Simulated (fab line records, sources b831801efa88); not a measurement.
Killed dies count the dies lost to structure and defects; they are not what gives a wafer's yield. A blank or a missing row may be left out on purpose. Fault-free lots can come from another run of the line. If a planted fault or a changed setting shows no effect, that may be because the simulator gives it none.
The same fault as seen by 2 desks | flow sfq_line | only its own numbers are on each desk; what lay behind them is given at the end

## THE METROLOGY DESK
What the gauges read for every lot (on any tool): the sampled wafers with a number, averaged. Marked OUT: a lot whose mean sits more than 4 standard deviations from the usual mean, which makes it out of limits; the brackets give that distance.
Columns: A = I0_BOW at SFQ_I0_BOW_MEAS_907, usual 1 um; B = M2_NB_RS at SFQ_M2_RS_MEAS_914, usual 0.893 ohm/sq
lot  | first seen here | A  | B
L168 | day 14 05:52    | -2 | 0.890
L169 | day 14 10:40    | -8 | 0.896
L171 | day 15 02:19    | -1 | 0.889
L172 | day 15 10:53    | -0 | 0.888
L178 | day 17 20:34    | 1  | 0.891
L179 | day 18 07:09    | -3 | 0.898
L185 | day 21 10:09    | -5 | 0.897
L186 | day 21 10:58    | 6  | 0.894
L187 | day 21 16:08    | 4  | 0.896
L188 | day 21 17:00    | 12 | 0.891
L189 | day 21 22:59    | 2  | 0.910
L190 | day 22 04:58    | 4  | 0.886
L191 | day 22 11:24    | 0  | 0.896
Result from this desk: across the 13 lots, nothing is out of limits.

## THE TOOL OWNER'S DESK: cmp-02
The tool's own readings at SFQ_TRILAYER_I0_CMP_CMP_028 (polishes SiO2): means of the sampled wafers that have a number, for each lot that ran on this tool. Marked OUT: a lot whose mean sits more than 4 standard deviations from the usual mean, which makes it out of limits; the brackets give that distance.
Columns: A = edge_zone_pressure_frac at SFQ_TRILAYER_I0_CMP_CMP_028, usual 1.000; B = motor_current_A at SFQ_TRILAYER_I0_CMP_CMP_028, usual 10.4 A; C = time_to_endpoint_s at SFQ_TRILAYER_I0_CMP_CMP_028, usual 216 s
lot  | first seen here | A     | B    | C
L168 | day 14 02:52    | 1.004 | 9.7  | 222
L171 | day 15 00:18    | 0.997 | 10.2 | 224
L179 | day 18 04:37    | 1.004 | 11.6 | 233
L185 | day 21 08:07    | 1.000 | 10.8 | 218
L187 | day 21 13:07    | 0.993 | 10.9 | 215
L191 | day 22 08:54    | 0.999 | 10.3 | 217
Result from this desk: across the 6 lots, nothing is out of limits.

## TAKEN TOGETHER
The metrology desk saw nothing out of limits.
Nothing out of limits was seen by the tool owner's desk.

## WHAT THE SIMULATOR PUT IN
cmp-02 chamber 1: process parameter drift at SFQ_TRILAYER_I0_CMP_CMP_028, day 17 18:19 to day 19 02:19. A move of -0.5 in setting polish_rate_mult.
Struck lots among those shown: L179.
